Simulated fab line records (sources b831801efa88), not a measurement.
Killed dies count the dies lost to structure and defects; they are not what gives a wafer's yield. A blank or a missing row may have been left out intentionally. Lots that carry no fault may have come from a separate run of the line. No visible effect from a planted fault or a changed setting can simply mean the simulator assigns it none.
Matching of chambers :: flow gf180mcu :: GF_PASSIVATION_CVD_02 on pecvd-04 has 3 sister chambers
The step deposits Si3N4, target thk 700 nm, time 486.18 s. 14 wafers are shown with their chamber, then 7 later ones without.

## WAFERS WITH THEIR CHAMBER
wafer: L142.2
chamber: 1
heater_power_w (W): 612
susceptor_temp_C (C): 399.77

wafer: L142.4
chamber: 2
heater_power_w (W): 885
susceptor_temp_C (C): 399.71

wafer: L142.5
chamber: 1
heater_power_w (W): 676
susceptor_temp_C (C): 399.62

wafer: L143.3
chamber: 0
heater_power_w (W): 725
susceptor_temp_C (C): 399.89

wafer: L143.4
chamber: 0
heater_power_w (W): 761
susceptor_temp_C (C): 399.94

wafer: L143.5
chamber: 2
heater_power_w (W): 886
susceptor_temp_C (C): 399.98

wafer: L145.1
chamber: 0
heater_power_w (W): 692
susceptor_temp_C (C): 399.93

wafer: L145.4
chamber: 1
heater_power_w (W): 667
susceptor_temp_C (C): 400.43

wafer: L145.6
chamber: 0
heater_power_w (W): 712
susceptor_temp_C (C): 399.73

wafer: L151.1
chamber: 1
heater_power_w (W): 595
susceptor_temp_C (C): 400.18

wafer: L151.3
chamber: 2
heater_power_w (W): 876
susceptor_temp_C (C): 399.75

wafer: L151.6
chamber: 0
heater_power_w (W): 721
susceptor_temp_C (C): 399.93

wafer: L155.1
chamber: 2
heater_power_w (W): 751
susceptor_temp_C (C): 400.22

wafer: L155.2
chamber: 1
heater_power_w (W): 650
susceptor_temp_C (C): 399.90

SIGNATURES (averages over the wafers above)
reading: heater_power_w
chamber 0: 722.20
chamber 1: 640.00
chamber 2: 849.50
scatter within a chamber: 43.1

reading: susceptor_temp_C
chamber 0: 399.8840
chamber 1: 399.9800
chamber 2: 399.9150
scatter within a chamber: 0.237
Rule: distance of a wafer from a chamber = root of the sum over the readings of ((wafer's reading minus chamber's mean) / reading's scatter) squared. The wafer belongs to the nearest chamber; if the next one is less than 2 further off, it can't be placed. The scatter: the root of (the sum of the squares of (reading less its chamber's mean) over the shown wafers, divided by (wafers less chambers)).

## WAFERS MISSING THEIR CHAMBER
wafer: L155.3
heater_power_w (W): 730
susceptor_temp_C (C): 399.84

wafer: L163.3
heater_power_w (W): 588
susceptor_temp_C (C): 400.30

wafer: L163.4
heater_power_w (W): 862
susceptor_temp_C (C): 400.27

wafer: L163.5
heater_power_w (W): 618
susceptor_temp_C (C): 399.98

wafer: L164.1
heater_power_w (W): 677
susceptor_temp_C (C): 400.14

wafer: L164.2
heater_power_w (W): 701
susceptor_temp_C (C): 400.19

wafer: L164.4
heater_power_w (W): 837
susceptor_temp_C (C): 399.84

## CHAMBER TAKEN BY EACH
wafer: L155.3
from the rows above: can't be placed: 0 or 1
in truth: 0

wafer: L163.3
from the rows above: can't be placed: 1 or 0
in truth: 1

wafer: L163.4
from the rows above: 2
in truth: 2

wafer: L163.5
from the rows above: can't be placed: 1 or 0
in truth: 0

wafer: L164.1
from the rows above: can't be placed: 1 or 0
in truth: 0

wafer: L164.2
from the rows above: can't be placed: 0 or 1
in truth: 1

wafer: L164.4
from the rows above: 2
in truth: 2
Placed correctly: 2 of 7. Not placeable from these rows: 5 (in 5, the candidates include the true chamber). 0 placed wrongly.
